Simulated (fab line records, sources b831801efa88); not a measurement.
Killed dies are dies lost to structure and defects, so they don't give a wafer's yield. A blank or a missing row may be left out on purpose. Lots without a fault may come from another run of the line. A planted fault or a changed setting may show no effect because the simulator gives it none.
Which tool did it? | flow sky130 | 13 lots, 39 wafers sampled, at 3 steps of a route of 708

WHAT THE GAUGES READ, wafer by wafer
SKY_NWELL_THK_MEAS_02.
lot  | measured    | on            | NWELL_OXIDATION_THK (nm)
L861 | day 2 13:51 | film_metro-02 | 10.15 10.11 10.14
L862 | day 2 18:34 | film_metro-04 | 10.08 9.88 10.04
L863 | day 3 00:01 | film_metro-04 | 10.50 10.57 10.64
L864 | day 3 02:37 | film_metro-04 | 10.05 10.09 9.95
L866 | day 3 16:24 | film_metro-04 | 10.24 10.26 10.20
L867 | day 3 20:50 | film_metro-04 | 10.20 10.00 10.01
L868 | day 4 01:03 | film_metro-04 | 10.11 10.16 9.89
L869 | day 4 09:28 | film_metro-04 | 10.47 10.09 10.25
L876 | day 6 10:08 | film_metro-04 | 9.71 9.71 9.84
L880 | day 6 20:19 | film_metro-02 | 9.98 10.11 9.78
L881 | day 6 22:07 | film_metro-04 | 10.30 10.30 10.21
L883 | day 7 11:26 | film_metro-03 | 10.15 9.94 10.14
L884 | day 7 20:06 | film_metro-04 | 10.06 9.97 10.05

SKY_VT_ADJUST_HVTP_CD_MEAS_07: target cd 380 nm.
lot  | measured     | on        | cd_nm (nm)
L861 | day 6 01:05  | cd_sem-01 | 381.2 383.3 381.7
L862 | day 6 06:46  | cd_sem-02 | 379.6 381.1 378.9
L863 | day 6 13:05  | cd_sem-01 | 380.5 381.6 382.5
L864 | day 6 16:48  | cd_sem-02 | 379.8 382.5 380.4
L866 | day 7 07:58  | cd_sem-02 | 379.6 378.5 380.6
L867 | day 7 13:45  | cd_sem-02 | 378.6 378.3 380.4
L868 | day 7 20:35  | cd_sem-02 | 378.2 378.3 377.5
L869 | day 8 04:32  | cd_sem-02 | 380.5 380.4 379.9
L876 | day 10 18:05 | cd_sem-02 | 383.0 382.5 383.8
L880 | day 11 04:31 | cd_sem-01 | 380.5 380.4 381.4
L881 | day 11 06:23 | cd_sem-01 | 384.4 384.4 383.8
L883 | day 12 01:08 | cd_sem-02 | 379.5 383.4 382.1
L884 | day 12 12:41 | cd_sem-02 | 376.6 378.0 379.6

SKY_VT_ADJUST_HVTR_CD_MEAS_07: target cd 380 nm.
lot  | measured     | on        | cd_nm (nm)
L861 | day 9 08:08  | cd_sem-01 | 379.3 377.8 375.7
L862 | day 9 14:52  | cd_sem-02 | 381.5 381.1 379.5
L863 | day 9 22:02  | cd_sem-01 | 377.4 380.1 378.9
L864 | day 10 02:23 | cd_sem-02 | 385.1 383.8 382.9
L866 | day 10 20:35 | cd_sem-01 | 376.6 376.8 377.0
L867 | day 11 03:22 | cd_sem-01 | 379.2 377.0 377.8
L868 | day 11 12:16 | cd_sem-02 | 378.0 375.5 376.6
L869 | day 11 20:26 | cd_sem-02 | 383.2 379.9 380.0
L876 | day 14 21:29 | cd_sem-01 | 382.1 384.0 378.6
L880 | day 15 11:01 | cd_sem-01 | 379.1 378.3 379.5
L881 | day 15 12:08 | cd_sem-02 | 381.4 383.7 379.6
L883 | day 16 10:49 | cd_sem-02 | 377.2 376.0 376.6
L884 | day 16 21:35 | cd_sem-02 | 376.8 376.4 377.3

WHICH TOOL RAN EACH LOT (tool, then ch and the chambers of the sampled wafers, then the start)
The record holds no process step before these readings.

WHAT THE TOOLS THEMSELVES READ (means of the sampled wafers that have a number; where no wafer has one, the mark that the record gives instead)
The record holds no such reading with a usual standard deviation.

THE ANSWER, worked out from the rows above alone
Rule: what is usual is taken from the lots themselves. Put in order of their means at a reading, lots are off if they are a third of the lots or fewer, leave a main group of 4 or more, and stand apart from it by a gap of 3 or more times the standard deviation of the main group's means; of several such gaps the widest counts. A main group whose means are all the same, to the digits that the tables above print for the reading, isn't used. A lot without any number at a reading at which 4 lots or more have one is off too. The other lots that the step has rows for count as sound. The gauges are gone through in route order, then the tools' own readings, and for those a lot's mean is taken as printed above. The first step at which some lot is off is used, and at that step the reading that is off furthest; a lot without a number counts as furthest.
No lot is off at any reading shown: from this, nothing can be told.

WHAT THE SIMULATOR HAD PUT IN
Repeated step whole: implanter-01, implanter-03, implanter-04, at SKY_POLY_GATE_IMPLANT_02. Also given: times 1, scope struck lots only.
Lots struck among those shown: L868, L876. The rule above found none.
